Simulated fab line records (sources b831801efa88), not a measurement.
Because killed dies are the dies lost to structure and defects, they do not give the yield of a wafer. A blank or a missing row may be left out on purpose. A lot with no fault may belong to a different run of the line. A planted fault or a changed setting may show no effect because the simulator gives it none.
Which tool is to blame? ; flow sky130 ; Sampling: 12 lots, 36 wafers, 6 of 708 route steps

WHAT THE GAUGES READ, wafer by wafer
SKY_PWDE_TW_MEAS_10. Usual: PWDE_TW typically reads 372, with standard deviation 3.7.
lot;measured;on;PWDE_TW;flag
L270;day 4 04:21;film metro-02;368 369 372;
L271;day 4 08:55;film metro-04;378 375 375;
L273;day 4 19:40;film metro-04;376 377 377;
L276;day 5 09:58;film metro-03;416 414 416;OFF
L277;day 5 16:56;film metro-04;412 409 412;OFF
L279;day 6 08:05;film metro-04;374 371 372;
L284;day 7 08:38;film metro-02;367 367 369;
L286;day 7 20:01;film metro-04;377 375 377;
L287;day 8 05:46;film metro-04;374 373 373;
L290;day 8 17:47;film metro-02;370 367 367;
L291;day 8 22:47;film metro-02;367 369 369;
L292;day 9 07:32;film metro-03;378 376 374;

SKY_NWELL_RS_MEAS_31: measures by four-point-probe. Usual: PWDE_RS typically reads 5277 ohm/sq, with standard deviation 17.
lot;measured;on;PWDE_RS (ohm/sq);flag
L270;day 5 16:26;film metro-03;5296 5288 5277;
L271;day 5 20:53;film metro-03;5238 5263 5257;
L273;day 6 07:57;film metro-02;5267 5290 5271;
L276;day 7 00:29;film metro-03;4131 4127 4122;OFF
L277;day 7 08:13;film metro-02;4141 4152 4144;OFF
L279;day 7 23:42;film metro-03;5252 5270 5277;
L284;day 9 01:55;film metro-02;5298 5274 5287;
L286;day 9 14:49;film metro-02;5265 5269 5248;
L287;day 10 01:23;film metro-02;5281 5299 5293;
L290;day 10 13:26;film metro-03;5294 5280 5277;
L291;day 10 19:29;film metro-03;5274 5261 5279;
L292;day 11 05:22;film metro-02;5261 5265 5270;

SKY_VT_ADJUST_HVTP_CD_MEAS_07: the cd target is 380 nm. Usual: cd nm reads 380.1 nm (standard deviation 2.6).
lot;measured;on;cd nm (nm);flag
L270;day 6 10:43;cd sem-02;382.0 385.3 381.3;
L271;day 6 15:42;cd sem-02;374.6 377.7 378.4;
L273;day 7 02:55;cd sem-01;379.0 381.8 377.8;
L276;day 7 19:58;cd sem-01;383.4 384.2 383.1;
L277;day 8 03:34;cd sem-02;378.3 381.9 381.1;
L279;day 8 20:50;cd sem-01;379.9 378.2 381.0;
L284;day 9 23:10;cd sem-01;377.1 379.7 377.2;
L286;day 10 12:54;cd sem-02;379.7 383.8 382.3;
L287;day 11 00:18;cd sem-01;378.4 380.0 380.1;
L290;day 11 12:28;cd sem-01;378.7 377.2 374.9;
L291;day 11 19:10;cd sem-01;382.4 382.0 384.4;
L292;day 12 04:32;cd sem-02;382.4 381.9 381.2;

SKY_GATE_OXIDE_THK_MEAS_02. Usual: GATE_OXIDE_OXIDATION_00_THK typically reads 10.29 nm, with standard deviation 0.18.
lot;measured;on;GATE_OXIDE_OXIDATION_00_THK (nm);flag
L270;day 13 09:02;film metro-03;10.14 10.44 10.21;
L271;day 13 14:29;film metro-04;10.40 10.24 10.18;
L273;day 13 22:47;film metro-02;10.36 10.21 10.29;
L276;day 15 01:44;film metro-04;10.29 10.34 10.47;
L277;day 15 07:31;film metro-02;10.15 9.94 10.03;
L279;day 16 08:02;film metro-04;10.37 10.31 10.23;
L284;day 17 20:25;film metro-02;10.61 10.51 10.59;
L286;day 18 10:59;film metro-03;10.27 10.31 10.10;
L287;day 19 03:40;film metro-02;10.47 10.49 10.22;
L290;day 19 17:14;film metro-04;10.33 10.22 10.48;
L291;day 20 04:50;film metro-03;10.27 10.17 10.15;
L292;day 20 17:14;film metro-02;10.32 10.22 10.48;

EACH LOT AND THE TOOL THAT RAN IT (in order: tool; ch and the chambers of the sampled wafers; start)
lot;SKY_FIELD_ISO_ETCH_14;SKY_PWDE_IMPLANT_08
L270;rie diel-04 ch 0,1,3, day 2 13:24;implanter-01 ch 0, day 4 04:06
L271;rie diel-02 ch 0,1,2, day 2 16:21;implanter-02 ch 0, day 4 08:41
L273;rie diel-03 ch 0,1,2, day 3 03:06;implanter-02 ch 0, day 4 19:25
L276;rie diel-02 ch 1,2,3, day 3 17:50;implanter-02 ch 0, day 5 09:44
L277;rie diel-02 ch 0,1,2, day 3 22:35;implanter-02 ch 0, day 5 16:43
L279;rie diel-03 ch 0,2, day 4 13:17;implanter-04 ch 0, day 6 07:50
L284;rie diel-03 ch 0,3, day 5 10:51;implanter-04 ch 0, day 7 08:23
L286;rie diel-02 ch 0,1,2, day 5 20:36;implanter-01 ch 0, day 7 19:47
L287;rie diel-04 ch 0,1,2, day 6 06:33;implanter-01 ch 0, day 8 05:32
L290;rie diel-02 ch 0,1, day 6 17:29;implanter-04 ch 0, day 8 17:32
L291;rie diel-02 ch 1,2,3, day 6 23:15;implanter-01 ch 0, day 8 22:32
L292;rie diel-04 ch 0,2, day 7 04:45;implanter-01 ch 0, day 9 07:17
- SKY_FIELD_ISO_ETCH_14: etches BARC in N2/H2, stops on SiO2, time 45.9 s, target depth 60 nm.
- SKY_PWDE_IMPLANT_08

AS READ BY THE TOOLS THEMSELVES (means over the sampled wafers that have a number; for cases with no such wafer, the mark the record gives instead)
SKY_FIELD_ISO_ETCH_14. Usual: drypump motor current A 6.03 A, standard deviation 0.28; oes product au 0.854 a.u., standard deviation 0.0051; throttle valve pct 13.225 %, standard deviation 0.009.
lot;tool;drypump motor current A (A);oes product au (a.u.);throttle valve pct (%);flag
L270;rie diel-04;5.96;0.854;13.217;
L271;rie diel-02;6.04;0.852;13.231;
L273;rie diel-03;5.85;0.852;13.231;
L276;rie diel-02;6.15;0.853;13.233;
L277;rie diel-02;6.06;0.851;13.217;
L279;rie diel-03;5.84;0.859;13.223;
L284;rie diel-03;5.90;0.847;13.224;
L286;rie diel-02;6.07;0.851;13.223;
L287;rie diel-04;6.03;0.859;13.225;
L290;rie diel-02;5.98;0.853;13.231;
L291;rie diel-02;6.15;0.851;13.224;
L292;rie diel-04;6.00;0.857;13.228;

SKY_PWDE_IMPLANT_08. Usual: beam on s 10.01 s, standard deviation 0.18; faraday current uA 20.3, standard deviation 0.36.
lot;tool;beam on s (s);faraday current uA;flag
L270;implanter-01;10.18;20.0;
L271;implanter-02;10.04;20.2;
L273;implanter-02;10.14;20.0;
L276;implanter-02;13.59;15.0;OFF
L277;implanter-02;13.33;15.2;OFF
L279;implanter-04;10.15;20.1;
L284;implanter-04;10.18;20.0;
L286;implanter-01;9.94;20.5;
L287;implanter-01;10.09;20.1;
L290;implanter-04;10.01;20.3;
L291;implanter-01;10.00;20.3;
L292;implanter-01;9.97;20.3;

THE ANSWER, worked out from the rows above alone
Rule: take the mean of a lot's wafers that have a number; if it is more than 3 standard deviations from the usual mean, the lot is off. Also off: a lot with no number at a reading for which 4 or more lots have one. Any other lot the step has rows for is counted as sound. After the gauges, taken in route order, come the tools' own readings; for these a lot's mean is taken, as printed above. At the first step where some lot is off, the reading lying furthest off is the one used; lots without a number count as furthest.
Off: at SKY_PWDE_TW_MEAS_10 (PWDE_TW), L276, L277.
A tool fits if, at a process step before that reading, it ran every lot that is off, and no sound lot after the first of them. The gauges at SKY_PWDE_TW_MEAS_10 aren't tried: what is off there is off at SKY_PWDE_IMPLANT_08 too, on other tools, and a gauge's error can't cause that. One fits: implanter-02 at SKY_PWDE_IMPLANT_08. Its last sound lot is L273 (day 4 19:25), its first lot that is off L276 (day 5 09:44): a fault that began between those two fits.
The tool's own readings at SKY_PWDE_IMPLANT_08 bear it out: on the lots that are off they differ by more than 5 times the standard deviation of the sound lots' means. beam on s reads 13.46 s there against 10.07 s on the sound lots; faraday current uA reads 15.1 there against 20.2 on the sound lots.

WHAT WAS PUT IN BY THE SIMULATOR
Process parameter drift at SKY_PWDE_IMPLANT_08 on implanter-02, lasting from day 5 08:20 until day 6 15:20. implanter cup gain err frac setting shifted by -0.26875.
Shown lots that were struck: L276, L277. The rule above reached the same finding.
